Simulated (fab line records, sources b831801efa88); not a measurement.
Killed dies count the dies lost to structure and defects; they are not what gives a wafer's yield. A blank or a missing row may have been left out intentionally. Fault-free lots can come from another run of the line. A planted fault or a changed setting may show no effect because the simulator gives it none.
Chamber matching | flow sfq line | SFQ_TRILAYER_L0_VIA_BARC_OPEN_VIA_ETCH_021 on rie diel-01: 3 sister chambers
The step etches BARC in O2, target depth 125 nm, time 41.7 s. 14 wafers are shown with their chamber, then 5 later ones without.

EACH WAFER AND ITS CHAMBER
wafer  | chamber | drypump motor current A (A) | bias w (W) | chamber pressure mTorr (mTorr)
L635.1 | 3       | 5.9                         | 79.69      | 30.002
L635.4 | 2       | 6.0                         | 80.09      | 30.036
L635.6 | 2       | 6.0                         | 79.91      | 29.962
L639.1 | 1       | 5.4                         | 80.20      | 29.960
L639.2 | 2       | 6.0                         | 80.16      | 30.012
L639.5 | 1       | 5.4                         | 80.35      | 29.966
L641.1 | 3       | 5.9                         | 79.68      | 29.973
L641.5 | 2       | 6.1                         | 80.20      | 29.963
L641.6 | 1       | 5.4                         | 80.40      | 30.013
L642.1 | 3       | 5.9                         | 80.28      | 30.049
L642.4 | 1       | 5.4                         | 79.77      | 29.990
L642.5 | 3       | 5.9                         | 79.87      | 29.986
L644.1 | 1       | 5.4                         | 80.22      | 30.028
L644.2 | 3       | 5.9                         | 80.15      | 30.020

SIGNATURES (means of the wafers above)
reading                 | chamber 1 | chamber 2 | chamber 3 | scatter within a chamber
drypump motor current A | 5.400     | 6.025     | 5.900     | 0.0261
bias w                  | 80.1880   | 80.0900   | 79.9340   | 0.232
chamber pressure mTorr  | 29.99140  | 29.99325  | 30.00600  | 0.0317
Rule: distance of a wafer from a chamber = root of the sum over the readings of ((wafer's reading minus chamber's mean) / reading's scatter) squared. If the next closest chamber is less than 2 further off than the closest, the wafer can't be placed; otherwise it belongs to the closest. The scatter: the root of (the sum of the squares of (reading less its chamber's mean) over the shown wafers, divided by (wafers less chambers)).

WAFERS WITHOUT THEIR CHAMBER
wafer  | drypump motor current A (A) | bias w (W) | chamber pressure mTorr (mTorr)
L644.6 | 5.9                         | 80.00      | 30.015
L656.3 | 6.1                         | 79.84      | 29.968
L656.4 | 6.0                         | 79.74      | 29.979
L656.5 | 6.0                         | 81.00      | 29.969
L658.1 | 5.9                         | 80.31      | 29.994

EACH ONE'S CHAMBER
wafer  | from the rows above     | in truth
L644.6 | 3                       | 3
L656.3 | 2                       | 2
L656.4 | 2                       | 2
L656.5 | can't be placed: 2 or 3 | 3
L658.1 | 3                       | 3
4 of 5 placed correctly. From these rows, 1 cannot be placed; in 1 the true chamber is one of the candidates. 0 placed wrongly.
